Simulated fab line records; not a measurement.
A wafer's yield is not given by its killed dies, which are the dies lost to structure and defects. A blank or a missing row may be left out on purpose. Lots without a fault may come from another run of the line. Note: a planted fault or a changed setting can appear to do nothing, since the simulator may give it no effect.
Comparing a struck lot with a sound one	flow sky130	15 steps out of a route of 708
Sound: the wafers L176.1, L176.3, L176.6. Struck: wafer L183.3. (L183.4, L183.5 of the same lot were not struck and are left out.) The cause comes at the end.
At each step with rows: each side's tool, then ch and its chambers, then its first start. Under that, the readings that differ: sound wafers	struck wafers	difference of the means	sigmas: that difference in standard deviations of wafers without a fault.
alike: readings whose means differ by less than 2 such deviations, and words and numbers that are the same on both sides. not compared: withheld readings, readings that some wafer has no value for, bounds like >300 that may hide the same value, and numbers for which the record gives no deviation and whose values overlap.
A row with sigmas, a row that says differs or no value, or rows on one side alone: a step with any of these is where the two part. Numbers that have no deviation but don't overlap get no sigmas and don't part them. A reading that every wafer of one side lacks parts them only if that side has two wafers or more.

first, 7 steps without rows for these wafers: SKY_METAL4_HMDS_06 (prime time 60 s); SKY_METAL4_COAT_07 (resist thk 60 nm); SKY_METAL4_COAT_08 (resist thk 1140 nm); SKY_METAL4_SOFTBAKE_09 (time 90 s); SKY_METAL4_EXPOSE_10 (exposes mask MM4, target cd 300 nm); SKY_METAL4_PEB_11; SKY_METAL4_DEVELOP_12 (develop time 60 s).
SKY_METAL4_CD_MEAS_13 targets a cd of 300 nm.
  sound on cd-sem-01 at day 43 21:36; struck on cd-sem-01 at day 45 15:29
  alike: cd-nm
SKY_METAL4_OVL_MEAS_14:
  sound on overlay-01 at day 43 21:43; struck on overlay-01 at day 45 15:35
  alike: METAL4_OVL
SKY_METAL4_DESCUM_15: chemistry O2, time 8 s.
  sound on rie-metal-01 ch 0,1, day 43 21:46; struck on rie-metal-01 ch 1, day 45 15:37
  alike: drypump-motor-current-A, oes-product-au
  not compared: rf-hours-counter-h
SKY_METAL4_ETCH_16: etches BARC in N2/H2, stops on SiO2, time 88.2 s, target depth 60 nm.
  sound on rie-metal-01 ch 0,1, day 43 21:47; struck on rie-metal-01 ch 1, day 45 15:40
  alike: drypump-motor-current-A, oes-product-au, throttle-valve-pct
  not compared: rf-hours-counter-h
SKY_METAL4_ETCH_17: etches SiO2 in C4F8/O2/Ar, stops on TiN, time 3.9 s, target depth 15 nm.
  sound on rie-diel-01 ch 2,3, day 43 21:53; struck on rie-diel-02 ch 0, day 45 15:44
  alike: oes-product-au
  not compared: rf-hours-counter-h
SKY_METAL4_METAL_ETCH_18: etches the open film in Cl2/BCl3, stops on SiO2, target depth 845 nm, time 183.1 s.
  sound on rie-metal-03 ch 0, day 43 21:55; struck on rie-metal-03 ch 0, day 45 15:49
reading	sound	struck	difference	sigmas
oes-product-au (a.u.)	0.865 0.868 0.872	0.821	-0.047	-7
model.KrF-thick_of_METAL4_COAT_08.thk-nm (nm)	529.1 524.3 529.7	686.8	+159.1	
model.METAL4.feature-depth-nm (nm)	870.4 870.6 872.1	778	-93	
model.etch.depth-nm (nm)	870.4 870.6 872.1	778	-93	
  alike: drypump-motor-current-A, mfc-cl2-sccm, throttle-valve-pct
  not compared: rf-hours-counter-h
SKY_METAL4_STRIP_19: strips in O2/N2.
  sound on plasma-asher-01 ch 0,1, day 43 22:16; struck on plasma-asher-02 ch 0, day 45 15:58
reading	sound	struck	difference	sigmas
oes-product-au (a.u.)	0.506 0.499 0.501	0.566	+0.064	+11
strip-time-to-endpoint-s (s)	6.55 6.50 6.56	8.13	+1.59	+16
  alike: drypump-motor-current-A
  not compared: rf-hours-counter-h
then, 1 step without rows for these wafers: SKY_METAL4_STRIP_20 (strips in post etch residue remover, time 1200 s).

WHERE THEY PART
Last at SKY_METAL4_STRIP_19 as far as this record goes, first at SKY_METAL4_METAL_ETCH_18.

WHY: what had been put in by the simulator
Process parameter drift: rie-metal-03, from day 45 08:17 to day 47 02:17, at SKY_METAL4_METAL_ETCH_18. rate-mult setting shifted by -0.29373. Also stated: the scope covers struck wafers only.
